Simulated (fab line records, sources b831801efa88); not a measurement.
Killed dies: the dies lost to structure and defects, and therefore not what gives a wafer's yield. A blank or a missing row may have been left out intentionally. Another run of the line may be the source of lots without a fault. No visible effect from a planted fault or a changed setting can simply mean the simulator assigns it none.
Which tool was responsible?	flow sky130	11 lots with 33 wafers sampled at 6 steps, on a route of 708 steps

== WHAT THE GAUGES READ, wafer by wafer ==
SKY_LI_CONTACT_CD_MEAS_12: target cd 170 nm. Usual: cdNm reads 169.6 nm (standard deviation 1.6).
lot	measured	on	cdNm (nm)	flag
L399	day 29 19:43	cdSem-01	172.2 171.7 172.2	
L401	day 30 03:59	cdSem-01	171.0 168.8 170.5	
L405	day 31 10:58	cdSem-01	170.0 169.3 171.0	
L408	day 32 23:52	cdSem-01	169.1 170.5 169.2	
L409	day 33 01:37	cdSem-01	169.1 168.5 170.1	
L411	day 33 14:28	cdSem-01	165.9 165.3 165.3	
L417	day 35 07:10	cdSem-01	170.8 172.8 170.5	
L418	day 35 18:19	cdSem-01	168.7 169.7 167.8	
L419	day 35 19:20	cdSem-01	166.7 167.7 166.1	
L422	day 36 23:34	cdSem-01	171.2 171.1 171.0	
L421	day 37 02:56	cdSem-01	168.8 167.4 168.8	

SKY_CONTACT_CD_MEAS_14: target cd 170 nm. Usual: cdNm reads 170.0 nm (standard deviation 1.6).
lot	measured	on	cdNm (nm)	flag
L399	day 32 06:45	cdSem-02	171.1 171.1 169.9	
L401	day 32 15:15	cdSem-01	170.9 171.4 170.6	
L405	day 33 20:19	cdSem-01	169.6 170.2 170.0	
L408	day 35 08:10	cdSem-01	171.6 170.6 170.9	
L409	day 35 10:08	cdSem-01	169.6 170.7 171.7	
L411	day 35 21:43	cdSem-01	168.6 167.8 171.2	
L417	day 37 14:08	cdSem-02	170.6 170.7 170.7	
L418	day 38 01:32	cdSem-02	169.1 171.0 170.9	
L419	day 38 02:14	cdSem-02	171.4 171.4 171.9	
L422	day 39 06:00	cdSem-02	167.9 169.5 167.4	
L421	day 39 09:11	cdSem-01	169.1 169.9 168.6	

SKY_CONTACT_RS_MEAS_25: the measuring method here is four-point-probe. Usual: CONTACT_W_RS typically reads 0.337 ohm/sq, with standard deviation 0.0036.
lot	measured	on	CONTACT_W_RS (ohm/sq)	flag
L399	day 32 07:51	filmMetro-02	0.336 0.345 0.341	
L401	day 32 16:22	filmMetro-01	0.336 0.330 0.330	
L405	day 33 21:23	filmMetro-04	0.332 0.334 0.333	
L408	day 35 09:14	filmMetro-04	58.919 58.801 58.035	OFF
L409	day 35 11:14	filmMetro-01	58.232 59.501 58.380	OFF
L411	day 35 22:47	filmMetro-02	0.335 0.336 0.338	
L417	day 37 15:11	filmMetro-04	0.341 0.333 0.342	
L418	day 38 02:35	filmMetro-04	0.338 0.340 0.342	
L419	day 38 03:17	filmMetro-01	0.337 0.337 0.334	
L422	day 39 07:03	filmMetro-02	0.334 0.331 0.333	
L421	day 39 10:15	filmMetro-02	0.342 0.335 0.333	

SKY_CONTACT_THK_MEAS_26: measures by xrf. Usual: CONTACT_W_THK typically reads 342 nm, with standard deviation 6.6.
lot	measured	on	CONTACT_W_THK (nm)	flag
L399	day 32 07:58	filmMetro-02	345 336 339	
L401	day 32 16:29	filmMetro-01	348 351 352	
L405	day 33 21:30	filmMetro-04	348 343 344	
L408	day 35 09:21	filmMetro-04	<0 <0 <0	OFF
L409	day 35 11:21	filmMetro-01	<0 <0 <0	OFF
L411	day 35 22:54	filmMetro-02	340 339 337	
L417	day 37 15:19	filmMetro-04	338 347 338	
L418	day 38 02:42	filmMetro-04	338 336 334	
L419	day 38 03:23	filmMetro-01	353 349 355	
L422	day 39 07:10	filmMetro-02	343 348 342	
L421	day 39 10:20	filmMetro-02	334 341 343	

== EACH LOT AND THE TOOL THAT RAN IT (in order: tool; ch and the chambers of the sampled wafers; start) ==
lot	SKY_LOCAL_INTERCONNECT_ETCH_13	SKY_CONTACT_CVD_24
L399	rieMetal-01 ch 0,1, day 31 01:08	cvdW-01 ch 0,1, day 32 07:44
L401	rieMetal-02 ch 0,1, day 31 09:50	cvdW-02 ch 0,1, day 32 16:16
L405	rieMetal-01 ch 0,1, day 32 15:47	cvdW-01 ch 0,1, day 33 21:16
L408	rieMetal-03 ch 0, day 34 04:14	cvdW-01 ch 0,1, day 35 09:07
L409	rieMetal-03 ch 0, day 34 05:25	cvdW-01 ch 0,1, day 35 11:07
L411	rieMetal-01 ch 0,1, day 34 18:17	cvdW-02 ch 0,1, day 35 22:40
L417	rieMetal-03 ch 0,1, day 36 10:58	cvdW-01 ch 0,1, day 37 15:05
L418	rieMetal-03 ch 0,1, day 36 22:07	cvdW-01 ch 0,1, day 38 02:28
L419	rieMetal-02 ch 0,1, day 36 22:48	cvdW-02 ch 0,1, day 38 03:09
L422	rieMetal-03 ch 0,1, day 38 03:26	cvdW-02 ch 0,1, day 39 06:56
L421	rieMetal-03 ch 0,1, day 38 06:22	cvdW-02 ch 0,1, day 39 10:07
- SKY_LOCAL_INTERCONNECT_ETCH_13: etches BARC in N2/H2, stops on SiO2, time 45.9 s, target depth 60 nm.
- SKY_CONTACT_CVD_24: deposits W, target thk 340 nm, time 102.12 s.

== AS READ BY THE TOOLS THEMSELVES (means over the sampled wafers that have a number; for cases with no such wafer, the mark the record gives instead) ==
SKY_LOCAL_INTERCONNECT_ETCH_13. Usual: drypumpMotorCurrentA 5.6 A, standard deviation 0.59; n2FlowSccm 100.0 sccm, standard deviation 0.32; oesProductAu 0.855 a.u., standard deviation 0.0047; throttleValvePct 13.225 %, standard deviation 0.0086.
lot	tool	drypumpMotorCurrentA (A)	n2FlowSccm (sccm)	oesProductAu (a.u.)	throttleValvePct (%)	flag
L399	rieMetal-01	5.0	100.3	0.849	13.221	
L401	rieMetal-02	6.0	100.0	0.859	13.216	
L405	rieMetal-01	5.1	99.7	0.860	13.213	
L408	rieMetal-03	6.1	100.3	0.858	13.227	
L409	rieMetal-03	6.1	100.1	0.853	13.225	
L411	rieMetal-01	5.1	100.3	0.853	13.222	
L417	rieMetal-03	5.9	100.1	0.858	13.233	
L418	rieMetal-03	5.8	100.1	0.854	13.226	
L419	rieMetal-02	5.5	100.3	0.855	13.232	
L422	rieMetal-03	5.9	99.8	0.853	13.226	
L421	rieMetal-03	5.8	100.5	0.852	13.224	

SKY_CONTACT_CVD_24. Usual: chamberPressureTorr 39.98 Torr, standard deviation 0.099; heaterPowerOuterW 567 W, standard deviation 28; heaterPowerW 913 W, standard deviation 25.
lot	tool	chamberPressureTorr (Torr)	heaterPowerOuterW (W)	heaterPowerW (W)	flag
L399	cvdW-01	40.07	562	899	
L401	cvdW-02	39.96	547	925	
L405	cvdW-01	39.96	580	897	
L408	cvdW-01	-	-	-	OFF
L409	cvdW-01	-	-	-	OFF
L411	cvdW-02	40.10	569	937	
L417	cvdW-01	40.07	566	902	
L418	cvdW-01	40.00	563	892	
L419	cvdW-02	39.91	574	925	
L422	cvdW-02	39.97	544	925	
L421	cvdW-02	39.92	568	907	

== THE ANSWER, worked out from the rows above alone ==
Rule: a lot is off if the mean of its wafers that have a number lies more than 3 standard deviations from the usual mean. A lot without any number at a reading at which 4 lots or more have one is off too. The other lots that the step has rows for count as sound. After the gauges, taken in route order, come the tools' own readings; for these a lot's mean is taken, as printed above. The first step at which some lot is off is used, and at that step the reading that is off furthest; a lot without a number counts as furthest.
Off: L408, L409, seen at SKY_CONTACT_RS_MEAS_25 (CONTACT_W_RS).
If a tool, at a process step before that reading, ran all the lots that are off and no sound lot after the first of them, it fits. Not tried: the gauges at SKY_CONTACT_RS_MEAS_25; whatever is off there is also off at SKY_CONTACT_CVD_24, on other tools, and gauge error can't account for it. None of those tried fits.

== WHAT WAS PUT IN BY THE SIMULATOR ==
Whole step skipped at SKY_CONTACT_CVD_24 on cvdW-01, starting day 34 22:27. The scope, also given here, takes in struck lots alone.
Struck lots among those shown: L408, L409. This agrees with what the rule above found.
